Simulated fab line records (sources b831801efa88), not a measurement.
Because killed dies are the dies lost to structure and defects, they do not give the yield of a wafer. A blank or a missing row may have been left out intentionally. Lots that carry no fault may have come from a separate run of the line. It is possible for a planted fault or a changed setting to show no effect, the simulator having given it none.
The same fault as seen by 2 desks / flow gf180mcu / each desk holds nothing but its own numbers, with what lay behind them at the end

== THE METROLOGY DESK ==
What the gauges read, lot by lot, whatever tool the lot ran on: means of the sampled wafers that have a number. If a lot's mean is further than 4 standard deviations from the usual mean, the lot is out of limits and carries the mark OUT (the distance appears in the brackets). Shown here are 7 of its 9 readings, the ones lying furthest out on some lot.
Columns: A = V3_W_RS at GF_V3_RS_MEAS_24, usual 0.329 ohm/sq; B = V3_W_THK at GF_V3_THK_MEAS_25, usual 372 nm; C = M4_ALCU_RS at GF_M4_RS_MEAS_05, usual 0.0694 ohm/sq; D = M4_ALCU_THK at GF_M4_THK_MEAS_06, usual 450 nm; E = cd_nm at GF_M4_CD_MEAS_14, usual 279.9 nm; F = M4_OVL at GF_M4_OVL_MEAS_15, usual 0 nm; G = V4_BOW at GF_V4_BOW_MEAS_05, usual 135 um
lot=L835; first seen here=day 24 15:52; A=0.333; B=364; C=0.0690; D=447; E=279.9; F=1; G=131
lot=L836; first seen here=day 25 01:49; A=0.328; B=377; C=0.0680; D=456; E=281.5; F=-5; G=124
lot=L842; first seen here=day 26 23:51; A=0.326; B=375; C=0.0682; D=464; E=279.0; F=-11; G=136
lot=L843; first seen here=day 27 17:13; A=0.331; B=368; C=0.0695; D=440; E=278.6; F=-10; G=133
lot=L852; first seen here=day 29 13:18; A=0.324; B=375; C=0.0698; D=452; E=279.6; F=-2; G=136
This desk's finding: nothing out of limits on any of the 5 lots.

== FOR THE TOOL OWNER'S DESK: pvd_sputter-01 ==
The tool's own readings at GF_M4_SPUTTER_04 (material TiN, target thk 50 nm, time 41.7 s): means of the sampled wafers that have a number, for each lot that ran on this tool. If a lot's mean is further than 4 standard deviations from the usual mean, the lot is out of limits and carries the mark OUT (the distance appears in the brackets).
Columns: A = throttle_valve_pct at GF_M4_SPUTTER_04, usual 30.3 %
lot=L835; first seen here=day 24 16:31; A=30.0
lot=L842; first seen here=day 27 00:31; A=30.4
This desk's finding: nothing out of limits on any of the 2 lots.

== TAKEN TOGETHER ==
From the metrology desk's view, nothing was out of limits.
The tool owner's desk saw nothing out of limits.

== WHAT WAS PUT IN BY THE SIMULATOR ==
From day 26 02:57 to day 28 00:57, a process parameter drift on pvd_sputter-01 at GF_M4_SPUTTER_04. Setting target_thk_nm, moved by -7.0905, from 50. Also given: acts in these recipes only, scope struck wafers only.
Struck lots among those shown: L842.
